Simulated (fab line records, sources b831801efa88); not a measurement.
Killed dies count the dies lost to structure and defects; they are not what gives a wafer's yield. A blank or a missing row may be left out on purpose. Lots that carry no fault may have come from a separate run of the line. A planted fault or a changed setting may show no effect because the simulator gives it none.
fab line records -- flow sky130
record: lots: 15, wafers: 45, last_day: 50
route steps=708 shown NWELL@66 VT_ADJUST_PCH@150 METAL1@437 PAD_OPEN@701
lots that met no fault: taken from a fault-free run of the same line
start_h: hours from the record's opening day to when the first of the lot's shown wafers began -- wait_h: hours from the lot's prior step to this one -- " repeats the value in the row above -- L1.1+2: one row covering several wafers at once -- - no value present, or no start provided -- * or withheld: withheld -- < > ~ a bound
route shown NAME@n: NAME is a module with steps in the file, n the number in the route of the first one -- usual: mean and standard deviation over wafers with no fault -- same: alike in all rows -- chamber/n: place in a boat -- sites: per-site readings -- _std_site: how widely they spread, as a standard deviation -- _edge_site: mean of outer sites minus mean of inner sites -- radius_mm: how far each site lies from the wafer's centre -- mask NAME#n: copy n -- behind: the last tool/chamber to shape the wafer -- hold: why the lot was held/for how many hours/how that ended -- device: which transistor (n, p or np) failed to switch -- end of line: the route-end tests of the same wafers -- a step given without rows: its recipe and nothing more -- killed: at the first sort, the dies lost to defects and structure; wafer yield is something else -- map: shows each die of a wafer: x if killed, . if not, _ if none is there
set.NAME: the setting as run; set.NAME@STEP: as run at that earlier step -- model.NAME: the simulator's own value behind a step, which no gauge read
a sample of lots followed through the steps of the route, with each step as a table and each wafer as a row
services: the hour from which a tool's chamber was out of use, counted from the record's first day as start_h (under 0 if before that day), plus the number of hours and why
== steps ==
step: SKY_NWELL_IMPLANT_13
recipe: species: P, energy_kev: 50, dose_cm2: 7e+11, tilt_deg: withheld
usual: beam_energy_keV: 49.997/0.016, beam_on_s: 10.01/0.21
lot.wafer,tool,chamber,start_h,wait_h,beam_energy_keV,beam_on_s
L437.2,implanter-01,0,82.42,0.1,49.989,10.14
L437.3,implanter-01,0,82.42,0.1,49.988,10.38
L437.5,implanter-01,0,82.42,0.1,50.019,10.42
L438.1,implanter-03,0,89.75,0.1,50.035,10.06
L438.4,implanter-03,0,89.75,0.1,49.999,9.90
L438.6,implanter-03,0,89.75,0.1,50.006,10.16
L439.1,implanter-03,0,93.43,0.1,49.983,10.16
L439.2,implanter-03,0,93.43,0.1,50.003,10.31
L439.3,implanter-03,0,93.43,0.1,49.989,10.08
L440.3,implanter-03,0,106.12,0.1,49.981,10.18
L440.5,implanter-03,0,106.12,0.1,49.976,9.91
L440.6,implanter-03,0,106.12,0.1,49.976,9.67
L442.1,implanter-03,0,117.50,0.1,49.990,10.35
L442.3,implanter-03,0,117.50,0.1,49.983,10.36
L442.5,implanter-03,0,117.50,0.1,50.005,9.95
L443.2,implanter-02,0,122.35,0.1,50.015,9.95
L443.3,implanter-02,0,122.35,0.1,49.978,10.25
L443.4,implanter-02,0,122.35,0.1,49.994,10.17
L445.3,implanter-03,0,134.71,0.1,49.998,9.92
L445.4,implanter-03,0,134.71,0.1,49.990,10.23
L445.5,implanter-03,0,134.71,0.1,49.988,9.96
L446.1,implanter-03,0,148.96,0.1,49.999,10.31
L446.4,implanter-03,0,148.96,0.1,49.990,10.15
L446.5,implanter-03,0,148.96,0.1,49.995,9.94
L447.2,implanter-01,0,151.60,0.1,49.984,9.60
L447.3,implanter-01,0,151.60,0.1,49.965,10.33
L447.5,implanter-01,0,151.60,0.1,49.977,10.02
L452.2,implanter-01,0,173.67,0.1,50.019,10.06
L452.3,implanter-01,0,173.67,0.1,49.982,9.96
L452.4,implanter-01,0,173.67,0.1,50.014,10.01
L454.1,implanter-03,-,186.80,0.1,-,-
L454.4,implanter-03,-,186.80,0.1,-,-
L454.6,implanter-03,-,186.80,0.1,-,-
L455.1,implanter-03,-,188.77,0.1,-,-
L455.2,implanter-03,-,188.77,0.1,-,-
L455.3,implanter-03,-,188.77,0.1,-,-
L456.2,implanter-03,-,202.14,0.1,-,-
L456.4,implanter-03,-,202.14,0.1,-,-
L456.5,implanter-03,-,202.14,0.1,-,-
L459.2,implanter-01,0,216.67,0.1,49.983,9.96
L459.3,implanter-01,0,216.67,0.1,50.011,10.03
L459.4,implanter-01,0,216.67,0.1,49.957,10.06
L460.2,implanter-03,0,220.55,0.1,49.958,9.97
L460.5,implanter-03,0,220.55,0.1,49.994,9.90
L460.6,implanter-03,0,220.55,0.1,49.969,10.03
step: SKY_NWELL_RS_MEAS_29
recipe: thk_meas_gauge: four-point-probe
usual: NWELL_RS: 624.6/2
lot.wafer,tool,chamber,start_h,wait_h,NWELL_RS[ohm/sq]
L437.2,film_metro-02,-,99.31,0.1,626.9
L437.3,film_metro-02,-,99.31,0.1,626.1
L437.5,film_metro-02,-,99.31,0.1,628.6
L438.1,film_metro-02,-,107.28,0.1,625.3
L438.4,film_metro-02,-,107.28,0.1,625.0
L438.6,film_metro-02,-,107.28,0.1,625.8
L439.1,film_metro-02,-,111.33,0.1,624.3
L439.2,film_metro-02,-,111.33,0.1,623.9
L439.3,film_metro-02,-,111.33,0.1,623.0
L440.3,film_metro-04,-,125.31,0.1,619.7
L440.5,film_metro-04,-,125.31,0.1,619.7
L440.6,film_metro-04,-,125.31,0.1,621.4
L442.1,film_metro-04,-,136.88,0.1,626.3
L442.3,film_metro-04,-,136.88,0.1,626.3
L442.5,film_metro-04,-,136.88,0.1,626.4
L443.2,film_metro-04,-,141.49,0.1,622.5
L443.3,film_metro-04,-,141.49,0.1,623.5
L443.4,film_metro-04,-,141.49,0.1,624.0
L445.3,film_metro-03,-,153.87,0.1,623.0
L445.4,film_metro-03,-,153.87,0.1,625.0
L445.5,film_metro-03,-,153.87,0.1,624.1
L446.1,film_metro-03,-,168.99,0.1,626.3
L446.4,film_metro-03,-,168.99,0.1,626.6
L446.5,film_metro-03,-,168.99,0.1,626.7
L447.2,film_metro-02,-,172.19,0.1,624.1
L447.3,film_metro-02,-,172.19,0.1,622.9
L447.5,film_metro-02,-,172.19,0.1,625.0
L452.2,film_metro-04,-,195.85,0.1,623.6
L452.3,film_metro-04,-,195.85,0.1,622.4
L452.4,film_metro-04,-,195.85,0.1,624.3
L454.1,film_metro-04,-,208.36,0.1,654.1
L454.4,film_metro-04,-,208.36,0.1,653.6
L454.6,film_metro-04,-,208.36,0.1,653.5
L455.1,film_metro-04,-,210.57,0.1,648.8
L455.2,film_metro-04,-,210.57,0.1,648.9
L455.3,film_metro-04,-,210.57,0.1,651.1
L456.2,film_metro-03,-,224.84,0.1,647.7
L456.4,film_metro-03,-,224.84,0.1,645.9
L456.5,film_metro-03,-,224.84,0.1,648.7
L459.2,film_metro-02,-,239.74,0.2,621.5
L459.3,film_metro-02,-,239.74,0.2,623.4
L459.4,film_metro-02,-,239.74,0.2,622.2
L460.2,film_metro-02,-,243.93,0.1,626.1
L460.5,film_metro-02,-,243.93,0.1,624.3
L460.6,film_metro-02,-,243.93,0.1,623.6
step: SKY_VT_ADJUST_PCH_OVL_MEAS_07
usual: VT_ADJUST_PCH_OVL: -1.2/1.5
lot.wafer,tool,chamber,start_h,wait_h,VT_ADJUST_PCH_OVL[nm]
L437.2,overlay-02,-,218.33,-,-0.2
L437.3,overlay-02,-,218.33,-,-1.2
L437.5,overlay-02,-,218.33,-,-1.3
L438.1,overlay-01,-,230.21,-,-2.7
L438.4,overlay-01,-,230.21,-,-2.5
L438.6,overlay-01,-,230.21,-,-3.1
L439.1,overlay-02,-,235.33,-,-3.9
L439.2,overlay-02,-,235.33,-,-0.8
L439.3,overlay-02,-,235.33,-,-0.7
L440.3,overlay-01,-,252.26,-,-1.8
L440.5,overlay-01,-,252.26,-,-3.3
L440.6,overlay-01,-,252.26,-,-1.8
L442.1,overlay-01,-,267.20,-,-1.5
L442.3,overlay-01,-,267.20,-,-1.3
L442.5,overlay-01,-,267.20,-,2.1
L443.2,overlay-01,-,272.92,-,-0.8
L443.3,overlay-01,-,272.92,-,-0.7
L443.4,overlay-01,-,272.92,-,-2.5
L445.3,overlay-02,-,288.62,-,-0.4
L445.4,overlay-02,-,288.62,-,-0.7
L445.5,overlay-02,-,288.62,-,-0.8
L446.1,overlay-01,-,307.88,-,0.7
L446.4,overlay-01,-,307.88,-,1.0
L446.5,overlay-01,-,307.88,-,-1.1
L447.2,overlay-01,-,311.98,-,1.1
L447.3,overlay-01,-,311.98,-,-2.7
L447.5,overlay-01,-,311.98,-,-0.7
L452.2,overlay-01,-,341.66,-,-1.4
L452.3,overlay-01,-,341.66,-,-3.9
L452.4,overlay-01,-,341.66,-,-3.5
L459.2,overlay-01,-,394.71,-,-2.9
L459.3,overlay-01,-,394.71,-,-1.5
L459.4,overlay-01,-,394.71,-,-2.6
L460.2,overlay-01,-,401.01,-,-1.5
L460.5,overlay-01,-,401.01,-,-0.6
L460.6,overlay-01,-,401.01,-,-1.7
step: SKY_METAL1_SPUTTER_03
recipe: material: Ti, target_thk_nm: 5, power_w: 3000, time_s: 3.3, chamber_pressure_pa: 0.4
usual: throttle_valve_pct: 30.0/1.3
lot.wafer,tool,chamber,start_h,wait_h,throttle_valve_pct
L437.2,pvd_sputter-04,-,726.01,0.0,31.5
L437.3,pvd_sputter-04,-,726.01,0.0,28.2
L437.5,pvd_sputter-04,-,726.01,0.0,31.4
L438.1,pvd_sputter-04,-,746.03,0.0,28.4
L438.4,pvd_sputter-04,-,746.03,0.0,31.4
L438.6,pvd_sputter-04,-,746.03,0.0,31.3
L439.1,pvd_sputter-04,-,747.38,0.0,28.6
L439.2,pvd_sputter-04,-,747.38,0.0,28.3
L439.3,pvd_sputter-04,-,747.38,0.0,31.5
L440.3,pvd_sputter-04,-,770.44,0.0,31.2
L440.5,pvd_sputter-04,-,770.44,0.0,31.1
L440.6,pvd_sputter-04,-,770.44,0.0,28.8
L443.2,pvd_sputter-03,-,792.94,0.0,28.8
L443.3,pvd_sputter-03,-,792.94,0.0,29.7
L443.4,pvd_sputter-03,-,792.94,0.0,31.5
L442.1,pvd_sputter-02,-,795.68,0.0,30.3
L442.3,pvd_sputter-02,-,795.68,0.0,28.7
L442.5,pvd_sputter-02,-,795.68,0.0,29.9
L445.3,pvd_sputter-04,-,806.45,0.0,28.0
L445.4,pvd_sputter-04,-,806.45,0.0,31.4
L445.5,pvd_sputter-04,-,806.45,0.0,31.3
L447.2,pvd_sputter-04,-,829.61,0.0,31.5
L447.3,pvd_sputter-04,-,829.61,0.0,28.1
L447.5,pvd_sputter-04,-,829.61,0.0,31.2
L446.1,pvd_sputter-02,-,829.65,0.0,30.1
L446.4,pvd_sputter-02,-,829.65,0.0,28.5
L446.5,pvd_sputter-02,-,829.65,0.0,31.0
L452.2,pvd_sputter-04,-,855.03,0.0,28.9
L452.3,pvd_sputter-04,-,855.03,0.0,28.5
L452.4,pvd_sputter-04,-,855.03,0.0,31.5
L459.2,pvd_sputter-04,-,905.56,0.0,28.5
L459.3,pvd_sputter-04,-,905.56,0.0,31.4
L459.4,pvd_sputter-04,-,905.56,0.0,28.9
L460.2,pvd_sputter-02,-,908.13,0.0,31.2
L460.5,pvd_sputter-02,-,908.13,0.0,30.6
L460.6,pvd_sputter-02,-,908.13,0.0,31.2
step: SKY_PAD_OPEN_ETCH_07
recipe: chemistry: CF4/O2, target_depth_nm: 725, stop_on: AlCu, source_w: 800, bias_w: 150, pressure_mtorr: 150, cf4_flow_sccm: 80, O2_flow_sccm: 10, time_s: 161.1
usual: drypump_motor_current_A: 5.7/0.39, oes_product_au: 0.976/0.0074, throttle_valve_pct: 5.965/0.009
lot.wafer,tool,chamber,start_h,wait_h,drypump_motor_current_A,oes_product_au,rf_hours_counter_h,throttle_valve_pct
L437.2,rie_diel-03,0,1065.90,-,5.0,0.978,20,5.956
L437.3,rie_diel-03,1,1065.90,-,6.2,0.980,17,5.987
L437.5,rie_diel-03,0,1065.90,-,5.0,0.983,-,5.970
L438.1,rie_diel-01,0,1082.63,-,5.8,0.967,6,5.978
L438.4,rie_diel-01,2,1082.63,-,5.6,0.969,16,5.953
L438.6,rie_diel-01,1,1082.63,-,6.0,0.973,-,5.977
L439.1,rie_diel-04,1,1082.78,-,5.2,0.966,13,5.965
L439.2,rie_diel-04,2,1082.78,-,5.4,0.969,19,5.962
L439.3,rie_diel-04,3,1082.78,-,6.0,0.971,26,5.955
L440.3,rie_diel-04,1,1100.03,-,5.2,0.971,14,5.963
L440.5,rie_diel-04,1,1100.03,-,5.2,0.983,-,5.966
L440.6,rie_diel-04,2,1100.03,-,5.4,0.979,-,5.950
L443.2,rie_diel-03,2,1114.93,-,5.7,0.969,2,5.974
L443.3,rie_diel-03,1,1114.93,-,6.2,0.967,18,5.972
L443.4,rie_diel-03,0,1114.93,-,5.0,0.979,21,5.959
L442.1,rie_diel-04,1,1120.18,-,5.2,0.977,15,5.955
L442.3,rie_diel-04,3,1120.18,-,6.0,0.977,27,5.975
L442.5,rie_diel-04,3,1120.18,-,6.0,0.967,-,5.961
L445.3,rie_diel-01,0,1128.03,-,5.8,0.980,8,5.970
L445.4,rie_diel-01,3,1128.03,-,6.4,0.980,25,5.935
L445.5,rie_diel-01,1,1128.03,-,6.0,0.989,-,5.982
L447.2,rie_diel-04,2,1142.88,-,5.4,0.960,21,5.957
L447.3,rie_diel-04,3,1142.88,-,6.0,0.965,28,5.952
L447.5,rie_diel-04,2,1142.88,-,5.4,0.969,-,5.967
L446.1,rie_diel-03,2,1145.20,-,5.8,0.968,3,5.956
L446.4,rie_diel-03,2,1145.20,-,5.8,0.985,-,5.960
L446.5,rie_diel-03,0,1145.20,-,5.0,0.983,-,5.978
L452.2,rie_diel-04,3,1161.18,-,6.0,0.974,29,5.961
L452.3,rie_diel-04,1,1161.18,-,5.2,0.981,17,5.982
L452.4,rie_diel-04,1,1161.18,-,5.2,0.979,-,5.961
L459.2,rie_diel-04,2,1194.35,-,5.4,0.971,23,5.975
L459.3,rie_diel-04,0,1194.35,-,5.6,0.973,7,5.947
L459.4,rie_diel-04,3,1194.35,-,6.0,0.972,30,5.975
L460.2,rie_diel-01,0,1195.88,-,5.8,0.979,11,5.971
L460.5,rie_diel-01,1,1195.88,-,6.0,0.977,-,5.977
L460.6,rie_diel-01,0,1195.88,-,5.8,0.977,-,5.979
== services ==
tool,chamber,start_h,hours,kind
rie_diel-04,2,85.05,5.5,repair
rie_diel-04,2,100.21,11.9,repair
implanter-03,-,106.22,5.3,pm
implanter-03,-,314.74,3.3,repair
pvd_sputter-04,-,333.23,6.0,repair
implanter-03,-,371.56,1.6,repair
implanter-03,-,431.88,1.6,repair
pvd_sputter-04,-,438.98,2.5,repair
pvd_sputter-04,-,487.01,1.0,repair
pvd_sputter-04,-,516.55,4.0,repair
implanter-03,-,595.05,4.5,pm
pvd_sputter-04,-,601.70,2.4,repair
pvd_sputter-04,-,623.80,6.3,repair
pvd_sputter-04,-,676.46,2.1,repair
implanter-03,-,864.80,1.5,repair
implanter-03,-,929.17,5.1,repair
implanter-03,-,934.26,6.2,pm
implanter-03,-,952.16,1.8,repair
implanter-03,-,961.22,3.3,pm
implanter-03,-,1084.05,3.0,pm
pvd_sputter-04,-,1134.25,5.6,repair
pvd_sputter-04,-,1162.26,1.0,repair
pvd_sputter-04,-,1178.76,3.9,repair
implanter-03,-,1187.15,0.6,repair
== key ==
first_sign: step: SKY_NWELL_IMPLANT_13, reading: tool_record, direction: missing
effect: step: SKY_NWELL_RS_MEAS_29, reading: NWELL_RS, direction: up, sigmas: 13, usual: 624.6, struck: 650.2
met_at SKY_NWELL_IMPLANT_13
struck_lots L454,L455,L456
rows_end L455.1,L455.2,L455.3
later_rows_left_out L454.1,L454.4,L454.6,L456.2,L456.4,L456.5
sort_left_out L454.1,L454.4,L454.6,L456.2,L456.4,L456.5
tester_left_out L454,L456
not_acting_at SKY_VT_ADJUST_PCH_OVL_MEAS_07,SKY_METAL1_SPUTTER_03,SKY_PAD_OPEN_ETCH_07
onset_between 148.96 186.80
fault: kind: skipped_step_whole, tool: implanter-03, chamber: -, onset_h: 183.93, steps: SKY_NWELL_IMPLANT_13, scope: struck_lots_only
tester_left_out: of these lots the tester's yield and bins aren't shown, on N5 and GAA mostly nor the transistor test; their killed dies are dies lost to structure and defects alone, not to doping, threshold or leakage, so they don't give the yield
sort_left_out: the simulated sort isn't trusted on such a fault, so these wafers' sort isn't shown, and their yield isn't known
later_rows_left_out: the simulator's readings of these wafers behind a module that went badly wrong aren't trusted and aren't shown, but for the sort
rows_end: these wafers met a further fault down the route, and their rows from its step on are left out
